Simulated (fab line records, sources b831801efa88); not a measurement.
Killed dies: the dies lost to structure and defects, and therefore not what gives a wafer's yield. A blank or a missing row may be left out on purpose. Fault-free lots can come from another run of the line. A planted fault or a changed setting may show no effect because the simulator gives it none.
Split-lot study -- flow sky130 -- 5 lots, 23 wafers read, on a route of 708 steps

== THE SPLIT ==
At SKY_SONOS_ONO_OXIDATION_00 (stabilise 600 s, purge 300 s, target thk 2.6 nm), the setting temp_c was moved away from the recipe's 800 C on 15 of the 23 wafers read, by +1.0% to +2.7%. The other wafers ran this setting at the recipe's value.

Split to reading: the file shows no intervening step.

== THE READING ==
At SKY_SONOS_ONO_THK_MEAS_01: SONOS_ONO_OXIDATION_THK, given in nm. A value of 2.59 nm with a standard deviation of 0.052 nm is what fault-free wafers of this fab line usually give.

wafer,"tool, chamber at the split","temp_c as run, C",against the recipe,"SONOS_ONO_OXIDATION_THK, nm",against lot-mates on the recipe
L074.1,"-, -",800,recipe,2.69,-
L074.2,"-, -",800,recipe,2.64,-
L074.4,"-, -",800,recipe,2.67,-
L074.5,"-, -",800,recipe,2.67,-
L074.6,"-, -",800,recipe,2.64,-
L078.1,"-, -",821.6,+2.7%,3.54,no lot-mate on the recipe
L078.2,"-, -",821.6,+2.7%,3.56,no lot-mate on the recipe
L078.3,"-, -",821.6,+2.7%,3.51,no lot-mate on the recipe
L078.5,"-, -",821.6,+2.7%,3.52,no lot-mate on the recipe
L078.6,"-, -",821.6,+2.7%,3.56,no lot-mate on the recipe
L080.1,"furnace-01, 0",800,recipe,2.67,-
L080.3,"furnace-01, 0",800,recipe,2.61,-
L080.6,"furnace-01, 0",800,recipe,2.68,-
L082.1,"-, -",808,+1.0%,2.91,no lot-mate on the recipe
L082.3,"-, -",808,+1.0%,2.90,no lot-mate on the recipe
L082.4,"-, -",808,+1.0%,2.91,no lot-mate on the recipe
L082.5,"-, -",808,+1.0%,2.95,no lot-mate on the recipe
L082.6,"-, -",808,+1.0%,2.98,no lot-mate on the recipe
L085.1,"-, -",810.1,+1.3%,2.95,no lot-mate on the recipe
L085.2,"-, -",810.1,+1.3%,3.03,no lot-mate on the recipe
L085.4,"-, -",810.1,+1.3%,3.01,no lot-mate on the recipe
L085.5,"-, -",810.1,+1.3%,2.98,no lot-mate on the recipe
L085.6,"-, -",810.1,+1.3%,2.99,no lot-mate on the recipe

THE FIT
A straight line over all 23 wafers: SONOS_ONO_OXIDATION_THK changes by +0.323 nm for each +1% of temp_c; r = +0.99; the points scatter about the line by 0.044 nm.
Too few moved wafers have a lot-mate on the recipe to fit a line with each lot's own level taken away.

== THE WHOLE CHAIN: every reading that the file lists as answering this split, in the file's order ==
step,what it does,reading,change (the file's fit),r (the file's)
SKY_SONOS_ONO_OXIDATION_00,"stabilise 600 s, purge 300 s, target thk 2.6 nm","SiO2_of_SONOS_ONO_OXIDATION_00.thk_nm (the simulator's own value, which no gauge read)",+0.329 nm for each +1% of the setting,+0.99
SKY_SONOS_ONO_THK_MEAS_01,,SONOS_ONO_OXIDATION_THK,+0.325 for each +1% of the setting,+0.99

== FILE'S OWN FIT ==
SONOS_ONO_OXIDATION_THK changes by +0.325 nm for each +1% of temp_c, r = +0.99.
